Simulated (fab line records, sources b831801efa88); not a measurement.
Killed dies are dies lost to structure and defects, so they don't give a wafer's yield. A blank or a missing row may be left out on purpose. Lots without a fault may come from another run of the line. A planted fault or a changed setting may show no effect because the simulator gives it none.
A struck lot beside a sound one | flow sky130 | 15 steps out of a route of 708
Sound: wafers L521.1, L521.3, L521.5. Struck: wafer L535.5. (L535.3, L535.6 of the same lot were not struck and are left out.) The cause comes at the end.
At each step with rows: each side's tool, then ch and its chambers, then its first start. Under that, the readings that differ: sound wafers | struck wafers | difference of the means | sigmas: that difference in standard deviations of wafers without a fault.
alike: readings whose means differ by less than 2 such deviations, and words and numbers that are the same on both sides. not compared: withheld readings, readings that some wafer has no value for, bounds like >300 that may hide the same value, and numbers for which the record gives no deviation and whose values overlap.
The two part at a step that has a row with sigmas, a row that says differs or no value, or rows on one side only. Numbers that don't overlap but have no deviation are shown without sigmas and don't part them. A reading that every wafer of one side lacks parts them only if that side has two wafers or more.

first, 2 steps without rows for these wafers: SKY_VT_ADJUST_LVTN_PEB_16; SKY_VT_ADJUST_LVTN_DEVELOP_17 (develop time 60 s).
SKY_VT_ADJUST_LVTN_OVL_MEAS_18:
  sound on overlay-02, day 9 06:22; struck on overlay-02, day 15 09:40
  alike: VT_ADJUST_LVTN_01_OVL
then, 1 step without rows for these wafers: SKY_VT_ADJUST_LVTN_IMPLANT_19.
SKY_VT_ADJUST_LVTN_STRIP_20: strips in O2/N2.
  sound on plasma_asher-03 ch 0,1, day 9 06:34; struck on plasma_asher-02 ch 0, day 15 09:52
  alike: drypump_motor_current_A, oes_product_au, strip_time_to_endpoint_s
  not compared: rf_hours_counter_h
SKY_VT_ADJUST_LVTN_TW_MEAS_21:
  sound on film_metro-04, day 9 06:40; struck on film_metro-03, day 15 09:58
  alike: VT_ADJUST_LVTN_2_TW
then, 6 steps without rows for these wafers: SKY_VT_ADJUST_NCORE_DEHYDRATE_00 (time 60 s); SKY_VT_ADJUST_NCORE_HMDS_01 (prime time 60 s); SKY_VT_ADJUST_NCORE_COAT_02 (resist thk 1140 nm); SKY_VT_ADJUST_NCORE_SOFTBAKE_03 (time 60 s); SKY_VT_ADJUST_NCORE_EXPOSE_04 (exposes mask LVTN COMPLEMENT THIN, target cd 380 nm); SKY_VT_ADJUST_NCORE_PEB_05.
SKY_VT_ADJUST_NCORE_DEVELOP_06: develop time 60 s.
  sound on litho_track-03 ch 0, day 10 04:40; struck on litho_track-04 ch 0, day 16 13:25
SKY_VT_ADJUST_NCORE_CD_MEAS_07: target cd 380 nm.
  sound on cd_sem-01, day 10 04:53; struck on cd_sem-01, day 16 13:34
  reading    | sound             | struck | difference | sigmas
  cd_nm (nm) | 381.9 379.9 381.3 | 254.8  | -126.2     | -47
SKY_VT_ADJUST_NCORE_OVL_MEAS_08:
  sound on overlay-01, day 10 05:01; struck on overlay-01, day 16 13:39
  alike: VT_ADJUST_NCORE_OVL

WHERE THEY PART
Only at SKY_VT_ADJUST_NCORE_CD_MEAS_07, within this record. Later steps at which nothing parts them and some readings are alike: SKY_VT_ADJUST_NCORE_OVL_MEAS_08.

WHY: what the simulator had put in
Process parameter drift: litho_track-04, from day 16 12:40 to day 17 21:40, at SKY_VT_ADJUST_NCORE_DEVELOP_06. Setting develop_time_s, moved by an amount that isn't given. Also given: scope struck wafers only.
